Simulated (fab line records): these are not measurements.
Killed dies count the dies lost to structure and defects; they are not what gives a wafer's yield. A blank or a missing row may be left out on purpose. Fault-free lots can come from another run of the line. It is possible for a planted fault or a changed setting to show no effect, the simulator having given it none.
The tool behind it: which one? | flow gf180mcu | 13 lots, 39 wafers sampled, at 5 steps of a route of 602

== WHAT THE GAUGES SHOWED, per wafer ==
GF_STI_THK_MEAS_02. Usual: STI_OXIDATION_THK typically reads 9.97 nm, with standard deviation 0.22.
lot  | measured    | on           | STI_OXIDATION_THK (nm) | flag
L134 | day 1 11:31 | filmMetro-03 | 9.98 10.00 9.88        | 
L135 | day 1 16:31 | filmMetro-02 | 9.94 9.83 9.77         | 
L137 | day 2 02:31 | filmMetro-02 | 9.43 9.55 9.55         | 
L138 | day 2 07:31 | filmMetro-04 | 10.06 10.29 10.27      | 
L139 | day 2 12:32 | filmMetro-02 | 9.86 9.88 9.81         | 
L141 | day 2 22:31 | filmMetro-04 | 13.10 13.04 13.08      | OFF
L143 | day 3 08:31 | filmMetro-02 | 13.10 13.06 13.00      | OFF
L146 | day 3 23:49 | filmMetro-03 | 9.99 10.00 10.03       | 
L147 | day 4 10:36 | filmMetro-04 | 9.81 9.83 9.74         | 
L148 | day 4 10:37 | filmMetro-03 | 10.13 10.09 10.02      | 
L149 | day 4 20:06 | filmMetro-03 | 9.99 10.15 10.25       | 
L153 | day 5 10:31 | filmMetro-03 | 9.96 9.93 10.12        | 
L155 | day 5 21:09 | filmMetro-03 | 10.41 10.63 10.56      | 

GF_STI_THK_MEAS_24. Usual: STI_CVD_23_THK typically reads 646 nm, with standard deviation 7.1.
lot  | measured    | on           | STI_CVD_23_THK (nm) | flag
L134 | day 2 03:42 | filmMetro-02 | 650 642 656         | 
L135 | day 2 08:41 | filmMetro-03 | 639 651 646         | 
L137 | day 2 18:44 | filmMetro-02 | 636 661 647         | 
L138 | day 3 00:44 | filmMetro-03 | 639 652 635         | 
L139 | day 3 04:59 | filmMetro-02 | 657 651 638         | 
L141 | day 3 18:19 | filmMetro-03 | 654 658 658         | 
L143 | day 4 07:56 | filmMetro-03 | 639 649 645         | 
L146 | day 4 22:45 | filmMetro-04 | 650 646 639         | 
L147 | day 5 04:24 | filmMetro-02 | 644 652 651         | 
L148 | day 5 04:20 | filmMetro-03 | 646 651 646         | 
L149 | day 5 14:12 | filmMetro-04 | 651 645 657         | 
L153 | day 6 05:05 | filmMetro-03 | 642 639 641         | 
L155 | day 6 16:25 | filmMetro-04 | 649 643 644         | 

GF_VT_IMPLANT_TW_MEAS_32. Usual: VT_IMPLANT_3_TW typically reads 268.4, with standard deviation 1.3.
lot  | measured     | on           | VT_IMPLANT_3_TW   | flag
L134 | day 6 17:59  | filmMetro-01 | 271.6 269.1 270.1 | 
L135 | day 7 00:13  | filmMetro-04 | 268.2 267.8 267.6 | 
L137 | day 7 14:38  | filmMetro-01 | 270.7 269.5 269.2 | 
L138 | day 7 19:20  | filmMetro-02 | 267.0 266.0 267.1 | 
L139 | day 8 02:32  | filmMetro-04 | 269.9 269.1 268.7 | 
L141 | day 9 03:26  | filmMetro-02 | 268.8 268.8 269.5 | 
L143 | day 9 20:32  | filmMetro-01 | 271.9 270.2 269.3 | 
L146 | day 10 13:23 | filmMetro-01 | 269.9 268.4 269.3 | 
L147 | day 10 17:52 | filmMetro-02 | 268.1 267.5 267.2 | 
L148 | day 10 18:11 | filmMetro-02 | 267.9 266.1 267.5 | 
L149 | day 11 05:56 | filmMetro-02 | 268.6 267.7 266.2 | 
L153 | day 12 00:41 | filmMetro-02 | 269.9 269.9 268.5 | 
L155 | day 12 14:32 | filmMetro-04 | 266.9 267.6 267.5 | 

== EACH LOT AND THE TOOL THAT RAN IT (in order: tool; ch and the chambers of the sampled wafers; start) ==
lot  | GF_STI_OXIDATION_01          | GF_STI_ETCH_14
L134 | furnace-02 ch 0, day 1 10:07 | rieSi-02 ch 0,2, day 2 01:54
L135 | furnace-01 ch 0, day 1 15:07 | rieSi-02 ch 0,2,3, day 2 06:54
L137 | furnace-01 ch 0, day 2 01:07 | rieSi-01 ch 1,2, day 2 16:26
L138 | furnace-02 ch 0, day 2 06:07 | rieSi-02 ch 0,1,3, day 2 22:11
L139 | furnace-01 ch 0, day 2 11:07 | rieSi-01 ch 1,2,3, day 3 03:05
L141 | furnace-01 ch 0, day 2 21:07 | rieSi-01 ch 0,1,3, day 3 12:42
L143 | furnace-01 ch 0, day 3 07:07 | rieSi-01 ch 0,2,3, day 3 23:23
L146 | furnace-02 ch 0, day 3 22:25 | rieSi-02 ch 1,2, day 4 15:02
L147 | furnace-02 ch 0, day 4 09:12 | rieSi-01 ch 0,1,2, day 5 02:03
L148 | furnace-02 ch 0, day 4 09:12 | rieSi-02 ch 1,2, day 5 01:23
L149 | furnace-02 ch 0, day 4 18:42 | rieSi-01 ch 1,2,3, day 5 12:18
L153 | furnace-02 ch 0, day 5 09:07 | rieSi-02 ch 0,3, day 6 02:53
L155 | furnace-02 ch 0, day 5 19:45 | rieSi-02 ch 0,3, day 6 14:36
- GF_STI_OXIDATION_01: stabilise 600 s, purge 300 s, target thk 10 nm.
- GF_STI_ETCH_14: etches Si in HBr/Cl2/O2, target depth 360 nm, time 102.9 s.

== WHAT THE TOOLS THEMSELVES READ (means of the sampled wafers that have a number; where no wafer has one, the mark that the record gives instead) ==
GF_STI_OXIDATION_01. Usual: spikeTcBottomC 916.5 C, standard deviation 1.7; tubeCenterTempC 900 C, standard deviation 0.076; zonePowerTopPct 31.9 %, standard deviation 0.41.
lot  | tool       | spikeTcBottomC (C) | tubeCenterTempC (C) | zonePowerTopPct (%) | flag
L134 | furnace-02 | 916.3              | 900                 | 31.8                | 
L135 | furnace-01 | 918.5              | 900                 | 32.5                | 
L137 | furnace-01 | 918.2              | 900                 | 32.2                | 
L138 | furnace-02 | 916.1              | 900                 | 31.4                | 
L139 | furnace-01 | 917.6              | 900                 | 32.2                | 
L141 | furnace-01 | 918.4              | 900                 | 32.0                | 
L143 | furnace-01 | 917.8              | 900                 | 32.0                | 
L146 | furnace-02 | 915.4              | 900                 | 31.6                | 
L147 | furnace-02 | 914.3              | 900                 | 31.7                | 
L148 | furnace-02 | 915.5              | 900                 | 31.5                | 
L149 | furnace-02 | 915.4              | 900                 | 31.9                | 
L153 | furnace-02 | 915.0              | 900                 | 31.7                | 
L155 | furnace-02 | 914.4              | 900                 | 31.8                | 

GF_STI_ETCH_14. Usual: biasW 150.1 W, standard deviation 0.41; drypumpMotorCurrentA 5.9 A, standard deviation 0.39; oesProductAu 0.997 a.u., standard deviation 0.016; throttleValvePct 25.658 %, standard deviation 0.013.
lot  | tool     | biasW (W) | drypumpMotorCurrentA (A) | oesProductAu (a.u.) | throttleValvePct (%) | flag
L134 | rieSi-02 | 150.1     | 5.5                      | 1.000               | 25.652               | 
L135 | rieSi-02 | 150.0     | 5.6                      | 0.990               | 25.668               | 
L137 | rieSi-01 | 150.1     | 6.2                      | 0.996               | 25.657               | 
L138 | rieSi-02 | 150.0     | 5.5                      | 0.988               | 25.667               | 
L139 | rieSi-01 | 150.1     | 6.1                      | 1.002               | 25.656               | 
L141 | rieSi-01 | 149.8     | 5.9                      | 1.007               | 25.649               | 
L143 | rieSi-01 | 150.2     | 6.0                      | 0.999               | 25.653               | 
L146 | rieSi-02 | 150.0     | 5.9                      | 1.002               | 25.652               | 
L147 | rieSi-01 | 150.4     | 6.2                      | 0.988               | 25.656               | 
L148 | rieSi-02 | 150.1     | 5.9                      | 1.000               | 25.668               | 
L149 | rieSi-01 | 150.2     | 6.1                      | 1.002               | 25.663               | 
L153 | rieSi-02 | 149.8     | 5.3                      | 0.992               | 25.666               | 
L155 | rieSi-02 | 149.8     | 5.5                      | 0.988               | 25.669               | 

== THE ANSWER, worked out from the rows above alone ==
Rule: a lot counts as off when the mean over its wafers that have a number is more than 3 standard deviations away from the usual mean. A lot without any number at a reading at which 4 lots or more have one is off too. All remaining lots with rows at the step are treated as sound. Order of review: gauges by route order, followed by the tools' own readings, for which a lot's mean as printed above is used. The first step at which some lot is off is used, and at that step the reading that is off furthest; a lot without a number counts as furthest.
Off: L141, L143, at GF_STI_THK_MEAS_02 (STI_OXIDATION_THK).
A tool fits if, at a process step before that reading, it ran every lot that is off, and no sound lot after the first of them. The gauges at GF_STI_THK_MEAS_02 are tried like those tools. One candidate fits, namely furnace-01 at GF_STI_OXIDATION_01. Its last sound lot is L139 (day 2 11:07), its first lot that is off L141 (day 2 21:07): a fault that began between those two fits.

== WHAT THE SIMULATOR PUT IN ==
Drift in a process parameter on furnace-01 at GF_STI_OXIDATION_01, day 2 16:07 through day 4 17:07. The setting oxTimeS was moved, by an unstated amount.
Struck lots among those shown: L141, L143. Same finding as the rule above.
